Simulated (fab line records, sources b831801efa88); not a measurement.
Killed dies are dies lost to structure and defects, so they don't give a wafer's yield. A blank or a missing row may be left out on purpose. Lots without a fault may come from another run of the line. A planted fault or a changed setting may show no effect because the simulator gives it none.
Chamber matching | flow sky130 | SKY_FIELD_ISO_ETCH_17 on rie_si-01: 4 sister chambers
The step etches Si in HBr/Cl2/O2, target depth 342 nm, time 97.7 s. 4 wafers are shown with their chamber, then 8 later ones without.

WAFERS WITH THEIR CHAMBER
wafer  | chamber | drypump_motor_current_A (A)
L865.1 | 2       | 5.0
L865.2 | 1       | 5.8
L865.4 | 3       | 5.9
L869.4 | 0       | 5.1

WAFERS WITHOUT THEIR CHAMBER
wafer  | drypump_motor_current_A (A)
L869.5 | 5.8
L869.6 | 5.0
L872.2 | 5.7
L872.4 | 5.0
L872.5 | 5.0
L877.1 | 5.8
L877.2 | 5.1
L877.4 | 5.8

WHICH CHAMBER EACH WENT THROUGH
wafer  | from the rows above | in truth
L869.5 | 1                   | 1
L869.6 | 2                   | 2
L872.2 | 1                   | 1
L872.4 | 2                   | 2
L872.5 | 2                   | 2
L877.1 | 1                   | 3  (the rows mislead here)
L877.2 | 0                   | 0
L877.4 | 1                   | 1
Placed correctly: 7 of 8. Can't be placed from these rows: 0. Placed wrongly: 1.
How it was worked out, from the rows above alone: a wafer's distance from a chamber is the root of the sum, over the readings, of the square of ((its reading less the chamber's mean) divided by the reading's scatter). The wafer belongs to the nearest chamber; if the next one is less than 2 further off, it can't be placed. A chamber's mean is the mean of its shown wafers. The scatter: with one shown wafer a chamber, the root of the mean of the squares of how far each hidden wafer lies from its nearest shown one.
